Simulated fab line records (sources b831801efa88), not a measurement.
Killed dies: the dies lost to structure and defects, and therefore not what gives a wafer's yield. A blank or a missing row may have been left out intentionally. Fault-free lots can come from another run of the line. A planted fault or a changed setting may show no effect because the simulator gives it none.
Split-lot experiment / flow gf180mcu / 5 lots, 18 wafers read, on a route of 602 steps

ABOUT THE SPLIT
At GF_M4_METAL_ETCH_16 (etches the open film in Cl2/BCl3, stops on SiO2, target depth 627.5 nm, time 104.6 s), the setting icp w was moved away from the recipe's 800 W on 5 of the 18 wafers read, by -10.8% to +11.9%. This setting was run at the recipe's value on the other wafers.

The reading comes from the split's own step.

THE READING
KrF_of_M4_COAT_09.thk nm (the simulator's own value, which no gauge read), in nm, at GF_M4_METAL_ETCH_16 (etches the open film in Cl2/BCl3, stops on SiO2, target depth 627.5 nm, time 104.6 s). No usual value for it is given in the file. The 13 wafers here that ran the recipe average 743.9 nm, standard deviation 3.8 nm.

wafer=L076.2; tool, chamber at the split=rie metal-03, 1; icp w as run, W=800; against the recipe=recipe; KrF_of_M4_COAT_09.thk nm, nm=744.1; against lot-mates on the recipe=-
wafer=L076.3; tool, chamber at the split=rie metal-03, 1; icp w as run, W=800; against the recipe=recipe; KrF_of_M4_COAT_09.thk nm, nm=745.2; against lot-mates on the recipe=-
wafer=L076.4; tool, chamber at the split=rie metal-03, 0; icp w as run, W=800; against the recipe=recipe; KrF_of_M4_COAT_09.thk nm, nm=747.1; against lot-mates on the recipe=-
wafer=L077.1; tool, chamber at the split=rie metal-03, 1; icp w as run, W=894; against the recipe=+11.7%; KrF_of_M4_COAT_09.thk nm, nm=714.8; against lot-mates on the recipe=-30.8
wafer=L077.2; tool, chamber at the split=rie metal-03, 0; icp w as run, W=894; against the recipe=+11.7%; KrF_of_M4_COAT_09.thk nm, nm=720.1; against lot-mates on the recipe=-25.4
wafer=L077.3; tool, chamber at the split=rie metal-03, 1; icp w as run, W=800; against the recipe=recipe; KrF_of_M4_COAT_09.thk nm, nm=748.6; against lot-mates on the recipe=-
wafer=L077.4; tool, chamber at the split=rie metal-03, 0; icp w as run, W=894; against the recipe=+11.7%; KrF_of_M4_COAT_09.thk nm, nm=720.2; against lot-mates on the recipe=-25.3
wafer=L077.5; tool, chamber at the split=rie metal-03, 0; icp w as run, W=800; against the recipe=recipe; KrF_of_M4_COAT_09.thk nm, nm=742.5; against lot-mates on the recipe=-
wafer=L080.1; tool, chamber at the split=rie metal-03, 1; icp w as run, W=800; against the recipe=recipe; KrF_of_M4_COAT_09.thk nm, nm=740.1; against lot-mates on the recipe=-
wafer=L080.2; tool, chamber at the split=rie metal-03, 0; icp w as run, W=800; against the recipe=recipe; KrF_of_M4_COAT_09.thk nm, nm=743; against lot-mates on the recipe=-
wafer=L080.3; tool, chamber at the split=rie metal-03, 1; icp w as run, W=800; against the recipe=recipe; KrF_of_M4_COAT_09.thk nm, nm=745.6; against lot-mates on the recipe=-
wafer=L080.4; tool, chamber at the split=rie metal-03, 0; icp w as run, W=800; against the recipe=recipe; KrF_of_M4_COAT_09.thk nm, nm=741.9; against lot-mates on the recipe=-
wafer=L080.6; tool, chamber at the split=rie metal-03, 1; icp w as run, W=800; against the recipe=recipe; KrF_of_M4_COAT_09.thk nm, nm=740.4; against lot-mates on the recipe=-
wafer=L082.1; tool, chamber at the split=rie metal-02, 1; icp w as run, W=800; against the recipe=recipe; KrF_of_M4_COAT_09.thk nm, nm=738.7; against lot-mates on the recipe=-
wafer=L082.6; tool, chamber at the split=rie metal-02, 0; icp w as run, W=713.2; against the recipe=-10.8%; KrF_of_M4_COAT_09.thk nm, nm=773.1; against lot-mates on the recipe=+34.4
wafer=L083.2; tool, chamber at the split=rie metal-02, 1; icp w as run, W=800; against the recipe=recipe; KrF_of_M4_COAT_09.thk nm, nm=740.9; against lot-mates on the recipe=-
wafer=L083.3; tool, chamber at the split=rie metal-02, 0; icp w as run, W=800; against the recipe=recipe; KrF_of_M4_COAT_09.thk nm, nm=752.7; against lot-mates on the recipe=-
wafer=L083.4; tool, chamber at the split=rie metal-02, 1; icp w as run, W=894.9; against the recipe=+11.9%; KrF_of_M4_COAT_09.thk nm, nm=712.9; against lot-mates on the recipe=-33.9

FIT RESULTS
A straight line over all 18 wafers: KrF_of_M4_COAT_09.thk nm changes by -2.38 nm for each +1% of icp w; r = -0.97; the points scatter about the line by 3.8 nm.
The same after taking each lot's own level away (the mean of its wafers on the recipe; 18 wafers): -2.62 nm for each +1%; r = -0.98; scatter 3.6 nm.
According to that fit, moving icp w by its largest amount changes the reading by 31 nm.
From 738.70 to 746.80 nm: that is the span of the lots' own levels, equal to 2.2 times the standard deviation above.
Consequently the slope shifts little with the lot-to-lot level, the two slopes agreeing.
Check: with one of the wafers moved furthest among these (+11.9%) left out of the fit, the line predicts -29.3 nm for it against its lot-mates. Against them it came out at -33.9 nm.

ADDITIONAL SPLITS CARRIED BY THESE WAFERS
Other splits were also applied to these wafers ahead of the reading. Each is held against what the fit with the lots' levels taken away leaves over:
other split on the same wafers=GF_V2_PEB_12 peb time s; wafers away from the commonest value=7; r with KrF_of_M4_COAT_09.thk nm (lot level and that fit taken away)=-0.18
other split on the same wafers=GF_V2_ETCH_17 source w; wafers away from the commonest value=6; r with KrF_of_M4_COAT_09.thk nm (lot level and that fit taken away)=+0.11
other split on the same wafers=GF_M3_SPUTTER_04 time s; wafers away from the commonest value=3; r with KrF_of_M4_COAT_09.thk nm (lot level and that fit taken away)=-0.37
other split on the same wafers=GF_M3_EXPOSE_11 dose mj; wafers away from the commonest value=6; r with KrF_of_M4_COAT_09.thk nm (lot level and that fit taken away)=+0.39
other split on the same wafers=GF_M3_DEVELOP_13 develop time s; wafers away from the commonest value=8; r with KrF_of_M4_COAT_09.thk nm (lot level and that fit taken away)=+0.13
other split on the same wafers=GF_V3_CVD_02 time s; wafers away from the commonest value=7; r with KrF_of_M4_COAT_09.thk nm (lot level and that fit taken away)=+0.23
other split on the same wafers=GF_V3_EXPOSE_11 dose mj; wafers away from the commonest value=7; r with KrF_of_M4_COAT_09.thk nm (lot level and that fit taken away)=+0.03
other split on the same wafers=GF_M4_SPUTTER_00 power w; wafers away from the commonest value=0; r with KrF_of_M4_COAT_09.thk nm (lot level and that fit taken away)=-

THE WHOLE CHAIN: every reading that the file lists as answering this split, in the file's order
step=GF_M4_METAL_ETCH_16; what it does=etches the open film in Cl2/BCl3, stops on SiO2, target depth 627.5 nm, time 104.6 s; reading=KrF_of_M4_COAT_09.thk nm (the simulator's own value, which no gauge read); change (the file's fit)=-2.63 nm for each +1% of the setting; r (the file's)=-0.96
step=GF_M4_STRIP_17; what it does=strips in O2/N2; reading=strip time to endpoint s; change (the file's fit)=withheld for each +1% of the setting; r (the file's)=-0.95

THE FILE'S OWN FIT
KrF_of_M4_COAT_09.thk nm changes by -2.63 nm for each +1% of icp w, r = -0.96.
